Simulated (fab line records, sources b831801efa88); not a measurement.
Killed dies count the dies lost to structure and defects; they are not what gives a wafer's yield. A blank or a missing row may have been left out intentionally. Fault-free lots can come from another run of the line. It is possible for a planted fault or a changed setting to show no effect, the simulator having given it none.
fab line records ; flow sky130
[record] lots = 14; wafers = 42; last_day = 50
route steps=708 shown FIELD_ISO@15 LOCAL_INTERCONNECT@398 CONTACT@409
lots that met no fault: taken from a fault-free run of the same line
start_h: hours from the record's opening day to when the first of the lot's shown wafers began ; wait_h: hours since the lot's step before ; " repeats the value in the row above ; L1.1+2: one row covering several wafers at once ; - either no value or no given start ; * or withheld: withheld ; < > ~ a bound
route shown NAME@n: NAME is a module with steps in the file, n the number in the route of the first one ; usual: average and standard deviation across the fault-free wafers ; same: alike in all rows ; chamber/n: place in a boat ; sites: the reading at each site ; _std_site: their standard deviation ; _edge_site: outer sites' mean less inner sites' ; radius_mm: how far each site lies from the wafer's centre ; mask NAME#n: copy n ; behind: tool/chamber where the wafer was last shaped ; hold: reason for holding the lot/hours on hold/outcome of the hold ; device: the transistor (n, p or np) that didn't switch ; end of line: the tests these same wafers got at the end of their route ; where a step has no rows: the recipe by itself ; killed: dies that structure and defects cost at the first sort, which is not the same as the wafer's yield ; map: a wafer's dies, marking killed ones x, the rest . and places with no die _
set.NAME: the run value of the setting; set.NAME@STEP: its run value at that earlier step ; model.NAME: the simulator's own value behind a step, which no gauge read
steps of the route over a sample of lots; a table a step, a row a wafer
services: the hour from which a tool's chamber was out of use, counted from the record's first day as start_h (under 0 if before that day), plus the number of hours and why
[[steps]]
[step SKY_FIELD_ISO_ETCH_14]
[recipe] chemistry = N2/H2; target = BARC; ion_energy_ev = 200; source_w = 500; bias_w = 100; pressure_mtorr = 30; n2_flow_sccm = 100; h2_flow_sccm = 200; stop_on = SiO2; time_s = 45.9; target_depth_a = 600
[usual] drypump_motor_current_A = 5.8/0.31; oes_product_au = 0.856/0.005; run_length_s = 73.9/0.39; throttle_valve_pct = 13.225/0.0094
lot.wafer;tool;chamber;start_h;wait_h;drypump_motor_current_A;oes_product_au;rf_hours_counter_h;run_length_s;throttle_valve_pct
L724.2;rie_diel-02;1;30.56;0.1;5.8;0.849;146;73.8;13.221
L724.4;rie_diel-02;3;30.56;0.1;5.5;0.850;35;74.6;13.214
L724.5;rie_diel-02;0;30.56;0.1;5.4;0.861;-;74.6;13.218
L725.1;rie_diel-03;0;34.91;0.1;6.1;0.860;125;73.3;13.201
L725.2;rie_diel-03;3;34.91;0.1;6.0;0.863;130;74.2;13.208
L725.4;rie_diel-03;2;34.91;0.1;5.2;0.855;75;74.1;13.236
L726.1;rie_diel-03;3;40.96;0.1;6.0;0.865;130;74.0;13.234
L726.2;rie_diel-03;1;40.96;0.1;5.8;0.852;142;73.7;13.227
L726.5;rie_diel-03;3;40.96;0.1;6.0;0.859;-;74.4;13.233
L727.1;rie_diel-01;2;43.96;0.1;5.8;0.858;81;73.8;13.233
L727.3;rie_diel-01;0;43.96;0.1;5.6;0.863;52;73.7;13.230
L727.4;rie_diel-01;1;43.96;0.1;6.1;0.859;48;73.9;13.223
L729.1;rie_diel-01;0;54.46;0.1;5.6;0.853;53;73.8;13.207
L729.3;rie_diel-01;1;54.46;0.1;6.1;0.855;48;73.6;13.224
L729.6;rie_diel-01;1;54.46;0.1;6.1;0.849;-;73.6;13.226
L730.1;rie_diel-03;3;60.06;0.1;6.0;0.853;130;74.0;13.237
L730.3;rie_diel-03;1;60.06;0.1;5.8;0.856;142;73.5;13.227
L730.5;rie_diel-03;2;60.06;0.1;5.2;0.859;-;74.4;13.242
L735.1;rie_diel-01;1;86.46;0.1;6.2;1.000;49;52.7;13.220
L735.2;rie_diel-01;0;86.46;0.1;5.6;1.016;53;52.9;13.239
L735.3;rie_diel-01;2;86.46;0.1;5.8;1.002;81;52.4;13.248
L736.1;rie_diel-01;0;91.06;0.1;5.6;1.000;53;52.6;13.240
L736.3;rie_diel-01;2;91.06;0.1;5.9;0.998;82;53.3;13.216
L736.4;rie_diel-01;1;91.06;0.1;6.1;0.991;-;52.8;13.248
L737.2;rie_diel-02;0;96.20;0.1;5.4;0.853;1;74.4;13.233
L737.4;rie_diel-02;2;96.20;0.1;5.3;0.853;-;74.4;13.217
L737.5;rie_diel-02;0;96.20;0.1;5.5;0.858;-;74.4;13.232
L740.2;rie_diel-03;1;115.16;0.1;5.8;0.859;143;73.5;13.229
L740.5;rie_diel-03;1;115.16;0.1;5.8;0.856;-;73.8;13.233
L740.6;rie_diel-03;0;115.16;0.1;6.0;0.858;-;73.4;13.234
L741.2;rie_diel-03;2;120.26;0.1;5.2;0.854;76;74.4;13.225
L741.4;rie_diel-03;3;120.26;0.1;6.0;0.857;131;74.0;13.220
L741.6;rie_diel-03;3;120.26;0.1;6.0;0.847;-;74.5;13.220
L742.1;rie_diel-03;0;122.56;0.1;6.1;0.844;127;73.3;13.236
L742.4;rie_diel-03;2;122.56;0.1;5.2;0.866;76;74.5;13.225
L742.5;rie_diel-03;0;122.56;0.1;6.1;0.862;-;73.5;13.229
L743.3;rie_diel-02;2;127.76;0.1;5.3;0.846;56;74.3;13.210
L743.4;rie_diel-02;0;127.76;0.1;5.4;0.857;-;74.3;13.217
L743.6;rie_diel-02;2;127.76;0.1;5.3;0.858;-;74.2;13.228
L747.1;rie_diel-03;1;150.80;0.1;5.8;0.861;144;73.7;13.240
L747.3;rie_diel-03;0;150.80;0.1;6.1;0.858;128;73.2;13.223
L747.4;rie_diel-03;3;150.80;0.1;6.0;0.855;132;74.1;13.217
[step SKY_FIELD_ISO_ETCH_15]
[recipe] chemistry = CHF3/O2; target_depth_nm = 180; stop_on = Si; source_w = 600; bias_w = 200; pressure_mtorr = 40; chf3_flow_sccm = 50; O2_flow_sccm = 5; time_s = 72
[usual] O2_flow_sccm = 4.999/0.014; drypump_motor_current_A = 5.8/0.31; oes_product_au = 0.945/0.0069; run_length_s = 100.1/0.37; throttle_valve_pct = 8.844/0.0094
lot.wafer;tool;chamber;start_h;wait_h;O2_flow_sccm;drypump_motor_current_A;oes_product_au;rf_hours_counter_h;run_length_s;throttle_valve_pct
L724.2;rie_diel-02;1;30.60;0.0;5.016;5.8;0.945;146;99.9;8.843
L724.4;rie_diel-02;3;30.60;0.0;4.998;5.5;0.942;35;100.6;8.858
L724.5;rie_diel-02;0;30.60;0.0;4.988;5.4;0.938;-;100.9;8.846
L725.1;rie_diel-03;0;34.95;0.0;4.999;6.1;0.953;125;99.7;8.845
L725.2;rie_diel-03;3;34.95;0.0;5.021;6.0;0.961;130;100.0;8.841
L725.4;rie_diel-03;2;34.95;0.0;4.990;5.2;0.958;75;101.0;8.828
L726.1;rie_diel-03;3;41.00;0.0;4.988;6.0;0.933;130;100.3;8.844
L726.2;rie_diel-03;1;41.00;0.0;4.992;5.8;0.944;142;100.3;8.833
L726.5;rie_diel-03;3;41.00;0.0;5.005;6.0;0.933;-;100.4;8.838
L727.1;rie_diel-01;2;44.00;0.0;4.967;5.9;0.936;81;99.8;8.846
L727.3;rie_diel-01;0;44.00;0.0;4.998;5.6;0.932;52;99.5;8.847
L727.4;rie_diel-01;1;44.00;0.0;5.003;6.1;0.948;48;99.8;8.849
L729.1;rie_diel-01;0;54.50;0.0;4.973;5.6;0.950;53;99.9;8.837
L729.3;rie_diel-01;1;54.50;0.0;5.002;6.1;0.947;48;99.6;8.835
L729.6;rie_diel-01;1;54.50;0.0;4.992;6.1;0.945;-;100.0;8.843
L730.1;rie_diel-03;3;60.10;0.0;5.016;6.0;0.948;130;100.4;8.852
L730.3;rie_diel-03;1;60.10;0.0;4.987;5.8;0.943;142;99.8;8.832
L730.5;rie_diel-03;2;60.10;0.0;4.978;5.2;0.938;-;100.2;8.851
L735.1;rie_diel-01;1;86.50;0.0;4.996;6.1;0.367;49;99.6;8.689
L735.2;rie_diel-01;0;86.50;0.0;5.016;5.6;0.380;53;99.7;8.680
L735.3;rie_diel-01;2;86.50;0.0;5.029;5.8;0.369;81;100.1;8.682
L736.1;rie_diel-01;0;91.10;0.0;4.992;5.6;0.382;53;99.6;8.683
L736.3;rie_diel-01;2;91.10;0.0;5.002;5.8;0.382;82;99.9;8.674
L736.4;rie_diel-01;1;91.10;0.0;5.018;6.1;0.372;-;100.0;8.674
L737.2;rie_diel-02;0;96.27;0.0;5.022;5.4;0.939;1;100.8;8.848
L737.4;rie_diel-02;2;96.27;0.0;4.991;5.3;0.946;-;100.4;8.843
L737.5;rie_diel-02;0;96.27;0.0;4.998;5.4;0.959;-;100.4;8.836
L740.2;rie_diel-03;1;115.20;0.0;5.017;5.8;0.949;144;99.7;8.845
L740.5;rie_diel-03;1;115.20;0.0;5.019;5.8;0.959;-;100.3;8.854
L740.6;rie_diel-03;0;115.20;0.0;4.995;6.1;0.952;-;99.5;8.831
L741.2;rie_diel-03;2;120.30;0.0;4.994;5.1;0.951;76;100.1;8.847
L741.4;rie_diel-03;3;120.30;0.0;5.007;6.0;0.955;131;100.3;8.861
L741.6;rie_diel-03;3;120.30;0.0;5.005;6.0;0.947;-;100.1;8.834
L742.1;rie_diel-03;0;122.60;0.0;5.006;6.1;0.935;127;99.7;8.831
L742.4;rie_diel-03;2;122.60;0.0;5.006;5.2;0.939;76;100.2;8.831
L742.5;rie_diel-03;0;122.60;0.0;5.000;6.1;0.940;-;99.7;8.832
L743.3;rie_diel-02;2;127.80;0.0;4.982;5.3;0.944;56;100.5;8.846
L743.4;rie_diel-02;0;127.80;0.0;4.994;5.5;0.933;-;100.3;8.836
L743.6;rie_diel-02;2;127.80;0.0;5.006;5.3;0.943;-;100.2;8.848
L747.1;rie_diel-03;1;150.84;0.0;4.999;5.8;0.946;144;99.8;8.852
L747.3;rie_diel-03;0;150.84;0.0;4.996;6.1;0.953;128;99.5;8.860
L747.4;rie_diel-03;3;150.84;0.0;4.967;6.0;0.944;132;100.1;8.833
[step SKY_FIELD_ISO_STRIP_16]
[recipe] chemistry = O2/N2; power_w = 1400; pressure_mtorr = 1500; platen_temp_c = withheld; o2_flow_sccm = 3000; n2_flow_sccm = 300; overash_fraction = 0.5
[usual] drypump_motor_current_A = 5.7/0.54; oes_product_au = 0.377/0.0048; strip_time_to_endpoint_s = 3.54/0.033
lot.wafer;tool;chamber;start_h;wait_h;drypump_motor_current_A;oes_product_au;rf_hours_counter_h;strip_time_to_endpoint_s
L724.2;plasma_asher-03;0;30.65;0.0;5.6;0.376;35;3.50
L724.4;plasma_asher-03;0;30.65;0.0;5.6;0.377;-;3.54
L724.5;plasma_asher-03;1;30.65;0.0;5.5;0.375;-;3.52
L725.1;plasma_asher-02;0;35.01;0.0;6.6;0.372;35;3.53
L725.2;plasma_asher-02;1;35.01;0.0;6.1;0.376;35;3.58
L725.4;plasma_asher-02;1;35.01;0.0;6.1;0.381;-;3.56
L726.1;plasma_asher-04;0;41.05;0.0;4.7;0.375;21;3.55
L726.2;plasma_asher-04;1;41.05;0.0;5.4;0.385;21;3.62
L726.5;plasma_asher-04;0;41.05;0.0;4.7;0.379;-;3.52
L727.1;plasma_asher-03;0;44.05;0.0;5.6;0.368;36;3.49
L727.3;plasma_asher-03;1;44.05;0.0;5.5;0.368;-;3.50
L727.4;plasma_asher-03;0;44.05;0.0;5.6;0.375;-;3.52
L729.1;plasma_asher-02;1;54.56;0.0;6.1;0.380;37;3.48
L729.3;plasma_asher-02;1;54.56;0.0;6.0;0.381;-;3.52
L729.6;plasma_asher-02;1;54.56;0.0;6.0;0.371;-;3.51
L730.1;plasma_asher-02;0;60.15;0.0;6.6;0.381;38;3.48
L730.3;plasma_asher-02;1;60.15;0.0;6.0;0.379;-;3.59
L730.5;plasma_asher-02;1;60.15;0.0;6.1;0.376;-;3.54
L735.1;plasma_asher-03;0;86.56;0.0;5.6;0.389;40;3.76
L735.2;plasma_asher-03;1;86.56;0.0;5.5;0.389;40;3.72
L735.3;plasma_asher-03;0;86.56;0.0;5.6;0.384;-;3.76
L736.1;plasma_asher-04;1;91.15;0.0;5.4;0.389;26;3.75
L736.3;plasma_asher-04;0;91.15;0.0;4.7;0.386;-;3.75
L736.4;plasma_asher-04;1;91.15;0.0;5.3;0.385;-;3.79
L737.2;plasma_asher-04;1;96.35;0.1;5.4;0.370;27;3.57
L737.4;plasma_asher-04;1;96.35;0.1;5.4;0.385;-;3.60
L737.5;plasma_asher-04;1;96.35;0.1;5.4;0.368;-;3.52
L740.2;plasma_asher-02;1;115.26;0.0;6.1;0.387;44;3.60
L740.5;plasma_asher-02;0;115.26;0.0;6.6;0.381;-;3.59
L740.6;plasma_asher-02;1;115.26;0.0;6.1;0.384;-;3.54
L741.2;plasma_asher-04;0;120.36;0.0;4.7;0.382;30;3.55
L741.4;plasma_asher-04;1;120.36;0.0;5.4;0.379;-;3.55
L741.6;plasma_asher-04;0;120.36;0.0;4.7;0.375;-;3.54
L742.1;plasma_asher-03;1;122.65;0.0;5.5;0.377;0;3.52
L742.4;plasma_asher-03;1;122.65;0.0;5.5;0.381;-;3.54
L742.5;plasma_asher-03;1;122.65;0.0;5.5;0.377;-;3.54
L743.3;plasma_asher-03;1;127.89;0.1;5.5;0.365;-;3.57
L743.4;plasma_asher-03;0;127.89;0.1;5.6;0.384;-;3.56
L743.6;plasma_asher-03;1;127.89;0.1;5.5;0.379;-;3.59
L747.1;plasma_asher-03;1;150.90;0.0;5.5;0.374;3;3.62
L747.3;plasma_asher-03;1;150.90;0.0;5.5;0.377;-;3.54
L747.4;plasma_asher-03;0;150.90;0.0;5.6;0.379;-;3.55
[step SKY_LOCAL_INTERCONNECT_CD_MEAS_11]
[recipe] target_cd_nm = 170
[usual] cd_nm = 169.8/1.5
lot.wafer;tool;chamber;start_h;wait_h;cd_nm
L724.2;cd_sem-01;-;705.80;-;170.5
L724.4;cd_sem-01;-;705.80;-;170.7
L724.5;cd_sem-01;-;705.80;-;169.5
L725.1;cd_sem-02;-;712.88;-;171.7
L725.2;cd_sem-02;-;712.88;-;171.8
L725.4;cd_sem-02;-;712.88;-;170.8
L726.1;cd_sem-02;-;726.18;-;168.5
L726.2;cd_sem-02;-;726.18;-;167.8
L726.5;cd_sem-02;-;726.18;-;167.7
L727.1;cd_sem-01;-;728.38;-;169.6
L727.3;cd_sem-01;-;728.38;-;168.2
L727.4;cd_sem-01;-;728.38;-;168.6
L729.1;cd_sem-01;-;748.33;-;165.9
L729.3;cd_sem-01;-;748.33;-;167.3
L729.6;cd_sem-01;-;748.33;-;165.2
L730.1;cd_sem-01;-;757.68;-;172.2
L730.3;cd_sem-01;-;757.68;-;170.8
L730.5;cd_sem-01;-;757.68;-;171.6
L737.2;cd_sem-01;-;815.06;-;168.5
L737.4;cd_sem-01;-;815.06;-;170.2
L737.5;cd_sem-01;-;815.06;-;169.9
L740.2;cd_sem-01;-;837.60;-;170.5
L740.5;cd_sem-01;-;837.60;-;170.0
L740.6;cd_sem-01;-;837.60;-;170.1
L741.2;cd_sem-02;-;850.46;-;169.8
L741.4;cd_sem-02;-;850.46;-;169.1
L741.6;cd_sem-02;-;850.46;-;170.0
L742.1;cd_sem-02;-;851.88;-;169.6
L742.4;cd_sem-02;-;851.88;-;168.7
L742.5;cd_sem-02;-;851.88;-;168.0
L743.3;cd_sem-01;-;856.42;-;169.9
L743.4;cd_sem-01;-;856.42;-;170.1
L743.6;cd_sem-01;-;856.42;-;168.8
L747.1;cd_sem-01;-;887.99;-;169.0
L747.3;cd_sem-01;-;887.99;-;170.2
L747.4;cd_sem-01;-;887.99;-;169.8
[step SKY_CONTACT_THK_MEAS_03]
[recipe] reads = SiO2_of_CONTACT_HDPCVD_02
[usual] CONTACT_HDPCVD_THK = 561/5.3
lot.wafer;tool;chamber;start_h;wait_h;CONTACT_HDPCVD_THK[nm]
L724.2;film_metro-02;-;706.85;0.0;569
L724.4;film_metro-02;-;706.85;0.0;559
L724.5;film_metro-02;-;706.85;0.0;558
L725.1;film_metro-01;-;713.94;0.0;565
L725.2;film_metro-01;-;713.94;0.0;553
L725.4;film_metro-01;-;713.94;0.0;565
L726.1;film_metro-04;-;727.55;0.0;555
L726.2;film_metro-04;-;727.55;0.0;558
L726.5;film_metro-04;-;727.55;0.0;564
L727.1;film_metro-01;-;729.41;0.0;561
L727.3;film_metro-01;-;729.41;0.0;558
L727.4;film_metro-01;-;729.41;0.0;559
L729.1;film_metro-04;-;749.40;0.0;559
L729.3;film_metro-04;-;749.40;0.0;566
L729.6;film_metro-04;-;749.40;0.0;557
L730.1;film_metro-01;-;758.71;0.0;562
L730.3;film_metro-01;-;758.71;0.0;565
L730.5;film_metro-01;-;758.71;0.0;556
L737.2;film_metro-04;-;816.07;0.0;562
L737.4;film_metro-04;-;816.07;0.0;571
L737.5;film_metro-04;-;816.07;0.0;560
L740.2;film_metro-04;-;838.62;0.0;562
L740.5;film_metro-04;-;838.62;0.0;559
L740.6;film_metro-04;-;838.62;0.0;566
L741.2;film_metro-01;-;851.47;0.0;564
L741.4;film_metro-01;-;851.47;0.0;563
L741.6;film_metro-01;-;851.47;0.0;572
L742.1;film_metro-02;-;852.91;0.0;560
L742.4;film_metro-02;-;852.91;0.0;567
L742.5;film_metro-02;-;852.91;0.0;559
L743.3;film_metro-02;-;857.43;0.1;564
L743.4;film_metro-02;-;857.43;0.1;567
L743.6;film_metro-02;-;857.43;0.1;563
L747.1;film_metro-04;-;889.17;0.0;554
L747.3;film_metro-04;-;889.17;0.0;557
L747.4;film_metro-04;-;889.17;0.0;549
[step SKY_CONTACT_CVD_24]
[recipe] material = W; target_thk_nm = 340; time_s = 102.12; temp_c = 400; pressure_torr = 40
[usual] chamber_pressure_Torr = 40.01/0.081; heater_power_w = 887/66
lot.wafer;tool;chamber;start_h;wait_h;chamber_pressure_Torr;heater_power_w
L724.2;cvd_w-01;1;736.43;0.0;40.13;959
L724.4;cvd_w-01;1;736.43;0.0;40.06;965
L724.5;cvd_w-01;0;736.43;0.0;39.95;843
L725.1;cvd_w-02;1;748.77;0.0;39.95;916
L725.2;cvd_w-02;0;748.77;0.0;40.17;781
L725.4;cvd_w-02;1;748.77;0.0;40.08;920
L726.1;cvd_w-01;1;756.21;0.0;40.00;967
L726.2;cvd_w-01;0;756.21;0.0;39.97;845
L726.5;cvd_w-01;1;756.21;0.0;40.02;974
L727.1;cvd_w-01;1;757.43;0.0;39.86;949
L727.3;cvd_w-01;1;757.43;0.0;39.90;953
L727.4;cvd_w-01;0;757.43;0.0;39.96;831
L729.1;cvd_w-02;0;777.02;0.0;40.04;785
L729.3;cvd_w-02;0;777.02;0.0;40.06;790
L729.6;cvd_w-02;0;777.02;0.0;39.91;783
L730.1;cvd_w-01;1;787.26;0.0;40.01;982
L730.3;cvd_w-01;1;787.26;0.0;40.03;987
L730.5;cvd_w-01;1;787.26;0.0;40.10;985
L737.2;cvd_w-01;1;843.94;0.0;40.03;983
L737.4;cvd_w-01;0;843.94;0.0;40.17;841
L737.5;cvd_w-01;1;843.94;0.0;40.07;966
L740.2;cvd_w-02;0;865.57;0.0;39.88;805
L740.5;cvd_w-02;0;865.57;0.0;40.05;806
L740.6;cvd_w-02;1;865.57;0.0;40.05;903
L741.2;cvd_w-02;1;877.88;0.0;39.94;898
L741.4;cvd_w-02;0;877.88;0.0;39.98;782
L741.6;cvd_w-02;1;877.88;0.0;39.80;929
L742.1;cvd_w-01;0;879.64;0.0;40.07;847
L742.4;cvd_w-01;0;879.64;0.0;40.00;844
L742.5;cvd_w-01;0;879.64;0.0;40.09;865
L743.3;cvd_w-02;0;884.52;0.1;40.13;789
L743.4;cvd_w-02;1;884.52;0.1;40.06;875
L743.6;cvd_w-02;0;884.52;0.1;39.97;796
L747.1;cvd_w-02;1;915.78;0.0;39.98;900
L747.3;cvd_w-02;1;915.78;0.0;39.98;934
L747.4;cvd_w-02;0;915.78;0.0;40.02;800
[[services]]
tool;chamber;start_h;hours;kind
rie_diel-01;1;28.83;11.3;repair
rie_diel-03;2;62.41;2.3;repair
rie_diel-03;3;143.23;4.7;repair
rie_diel-03;3;155.18;2.5;repair
rie_diel-01;3;265.13;12.0;repair
rie_diel-03;3;290.79;7.9;repair
rie_diel-01;2;323.57;4.1;repair
rie_diel-03;-;362.76;2.8;pm
rie_diel-03;0;369.77;12.2;repair
rie_diel-01;-;397.78;0.3;repair
rie_diel-01;0;467.84;18.3;repair
rie_diel-03;2;501.74;11.9;repair
rie_diel-03;2;593.26;8.8;repair
rie_diel-03;1;599.45;20.3;repair
rie_diel-03;1;633.75;9.4;repair
rie_diel-03;-;643.37;17.9;repair
rie_diel-03;2;683.25;3.7;repair
rie_diel-03;-;703.94;0.5;repair
rie_diel-03;-;704.36;0.2;repair
rie_diel-03;0;708.00;8.7;repair
rie_diel-03;3;716.93;8.7;repair
rie_diel-03;1;720.08;31.5;repair
rie_diel-03;1;795.40;7.5;repair
rie_diel-03;-;846.57;0.5;repair
[[key]]
[first_sign] step = SKY_FIELD_ISO_ETCH_14; reading = run_length_s; direction = down; sigmas = 55; usual = *; struck = *
[effect] step = SKY_FIELD_ISO_ETCH_14; reading = oes_product_au; direction = up; sigmas = 29; usual = 0.856; struck = 1.001
[effect] step = SKY_FIELD_ISO_ETCH_15; reading = oes_product_au; direction = down; sigmas = 83; usual = 0.945; struck = 0.375
[effect] step = SKY_FIELD_ISO_STRIP_16; reading = strip_time_to_endpoint_s; direction = up; sigmas = 6.4; usual = *; struck = *
met_at SKY_FIELD_ISO_ETCH_14
struck_lots L735,L736
later_rows_left_out L735.1,L735.2,L735.3,L736.1,L736.3,L736.4
sort_left_out L735.1,L735.2,L735.3,L736.1,L736.3,L736.4
tester_left_out L735,L736
not_acting_at SKY_LOCAL_INTERCONNECT_CD_MEAS_11,SKY_CONTACT_THK_MEAS_03,SKY_CONTACT_CVD_24
onset_between 54.46 86.46
[fault] kind = process_parameter_drift; tool = rie_diel-01; chamber = -; onset_h = 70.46; steps = SKY_FIELD_ISO_ETCH_14; channel = time_s; offset = *; shape = step; end_h = 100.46; acts_in = *; stated = *
// tester_left_out: of these lots the tester's yield and bins aren't shown, on N5 and GAA mostly nor the transistor test; their killed dies are dies lost to structure and defects alone, not to doping, threshold or leakage, so they don't give the yield
// sort_left_out: the simulated sort isn't trusted on such a fault, so these wafers' sort isn't shown, and their yield isn't known
// later_rows_left_out: the simulator's readings of these wafers behind a module that went badly wrong aren't trusted and aren't shown, but for the sort
